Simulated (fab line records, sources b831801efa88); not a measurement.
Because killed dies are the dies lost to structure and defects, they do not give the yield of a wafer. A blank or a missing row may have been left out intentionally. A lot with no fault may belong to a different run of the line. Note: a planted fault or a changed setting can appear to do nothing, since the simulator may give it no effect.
Code-filled problem report in 8D (eight disciplines) form :: flow gf180mcu :: the parts of the form that need people (team, actions taken, sign-off) are left out

== 1. WHAT WENT WRONG ==
CONTACT_W_RS at GF_CONTACT_RS_MEAS_25 reads a mean of 0.415 ohm/sq on 3 wafers of 3 lots; wafers without a fault read 0.385 ohm/sq with a standard deviation of 0.0047. That puts it +6.5 standard deviations away from the usual mean.
The step: measures by four-point-probe.
The first sign was on wafer L147.4 at day 19 16:22, on film_metro-03. At this step, 34 wafers from 12 lots have a number in the record. The rule behind "out" and "out of limits": a value lying over 4 standard deviations away from the usual mean. The rest of the wafers with a number are treated as sound.

== 2. WHAT THIS IS AND IS NOT ==
question: which readings at this step
is: CONTACT_W_RS
is not: -

question: which lots
is: L147, L148, L151
is not: L137, L138, L139, L152, L155, L157, L158, L159, L160

question: which wafers of those lots
is: L147.4, L148.5, L151.5
is not: L147.2, L148.2, L151.1, L151.2

question: read on which gauges
is: film_metro-03
is not: film_metro-02, film_metro-04

question: when
is: from day 19 16:22
is not: up to then (10 sound wafers); but 21 sound wafers of L148, L151, L152, L155, L157, L158, L159, L160 came after

== 3. THE SUSPECTS, EACH WITH WHAT RULES IT OUT ==
Counting: if a tool at a process step up to the reading ran every lot that is out, it stays a suspect. Sound lots after the first of them don't rule it out here, since some wafers of a struck lot are sound.
- the gauge at GF_CONTACT_RS_MEAS_25: kept. All the wafers that are out were read on film_metro-03, and no step on other tools shows them out.
- plasma_asher-02 at GF_SAB_STRIP_13 (strips in O2/N2): kept. It ran every lot that is out, first L147 (day 18 13:58).
- cvd_w-02 at GF_CONTACT_CVD_24 (deposits W, target thk 300 nm, time 90.339 s): kept. It processed each lot that is out (first: L147, day 19 16:14); up to then, its last sound lot is L139 (day 16 18:37).
After the count, these remain: plasma_asher-02 at GF_SAB_STRIP_13, cvd_w-02 at GF_CONTACT_CVD_24 and film_metro-03 at GF_CONTACT_RS_MEAS_25.

== 4. THE CAUSE (what the simulator had put in) ==
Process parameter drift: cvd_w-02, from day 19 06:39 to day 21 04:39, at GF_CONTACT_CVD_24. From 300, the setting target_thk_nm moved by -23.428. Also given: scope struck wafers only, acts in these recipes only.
Of the 3 suspects that counting leaves, this tool is one.

== 5. THE CHAIN OF EFFECTS, in route order ==
Rows list readings where the struck wafers' mean (over those with a number) sits beyond 3 standard deviations from the usual. Scope: only readings with a usual standard deviation given in the record; hours: median across lots of the time from each lot's start at the first step in this table that gives one to its start at this step; sigmas: change in usual standard deviations.
hours: 0
step: GF_CONTACT_RS_MEAS_25
reading: CONTACT_W_RS
usual: 0.385 ohm/sq
on struck wafers: 0.415
change: +0.030
sigmas: +6.5

hours: 0
step: GF_CONTACT_THK_MEAS_26
reading: CONTACT_W_THK
usual: 294 nm
on struck wafers: 273
change: -21
sigmas: -5.1

== 6. WHAT WOULD HAVE CAUGHT IT SOONER ==
10 hours passed between the start of the fault at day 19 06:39 and the first reading out of limits at a measuring or inspecting step in this record, taken at day 19 16:22.
Tool readings at GF_CONTACT_CVD_24 with a usual standard deviation given in the record: none out on any struck wafer, hence no alarm at a limit of 4 standard deviations on them.
L148, L151, from the lots that are out (3), started GF_CONTACT_CVD_24 on cvd_w-02 later than day 19 16:22. A hold on the tool at that time would have spared those 2.
